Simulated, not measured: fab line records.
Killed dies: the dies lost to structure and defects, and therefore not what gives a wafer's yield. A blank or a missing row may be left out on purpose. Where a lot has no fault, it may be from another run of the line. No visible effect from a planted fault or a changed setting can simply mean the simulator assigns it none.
Chamber matching :: flow sfq-line :: SFQ_TRILAYER_I1_CMP_CMP_046 on cmp-02 has 4 sister chambers
The step polishes SiO2. 4 wafers are shown with their chamber, then 9 later ones without.

## WAFERS, EACH WITH ITS CHAMBER
wafer: L610.6
chamber: 0
motor-current-A (A): 9.6

wafer: L611.5
chamber: 3
motor-current-A (A): 10.2

wafer: L613.1
chamber: 1
motor-current-A (A): 10.3

wafer: L613.6
chamber: 2
motor-current-A (A): 9.4

## WAFERS WHOSE CHAMBER IS MISSING
wafer: L614.2
motor-current-A (A): 9.8

wafer: L614.3
motor-current-A (A): 10.1

wafer: L614.5
motor-current-A (A): 9.2

wafer: L616.1
motor-current-A (A): 9.4

wafer: L616.2
motor-current-A (A): 9.4

wafer: L616.6
motor-current-A (A): 9.3

wafer: L618.1
motor-current-A (A): 9.4

wafer: L618.3
motor-current-A (A): 9.6

wafer: L618.5
motor-current-A (A): 9.9

## CHAMBER TAKEN BY EACH
wafer: L614.2
from the rows above: can't be placed: 0 or 3 or 2
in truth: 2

wafer: L614.3
from the rows above: can't be placed: 3 or 1
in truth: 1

wafer: L614.5
from the rows above: can't be placed: 2 or 0
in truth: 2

wafer: L616.1
from the rows above: can't be placed: 2 or 0
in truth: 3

wafer: L616.2
from the rows above: can't be placed: 2 or 0
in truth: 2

wafer: L616.6
from the rows above: can't be placed: 2 or 0
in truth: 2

wafer: L618.1
from the rows above: can't be placed: 2 or 0
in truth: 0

wafer: L618.3
from the rows above: can't be placed: 0 or 2
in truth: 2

wafer: L618.5
from the rows above: can't be placed: 3 or 0 or 1 or 2
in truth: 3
Correct placement for 0 of the 9. Unplaceable from these rows: 9, with the true chamber sitting among the candidates in 8. Wrongly placed: 0.
How it was worked out, from the rows above alone: a wafer's distance from a chamber is the root of the sum, over the readings, of the square of ((its reading less the chamber's mean) divided by the reading's scatter). The wafer belongs to the nearest chamber; if the next one is less than 2 further off, it can't be placed. Each chamber's mean is taken over the wafers shown for it. The scatter: with one shown wafer a chamber, the root of the mean of the squares of how far each hidden wafer lies from its nearest shown one.
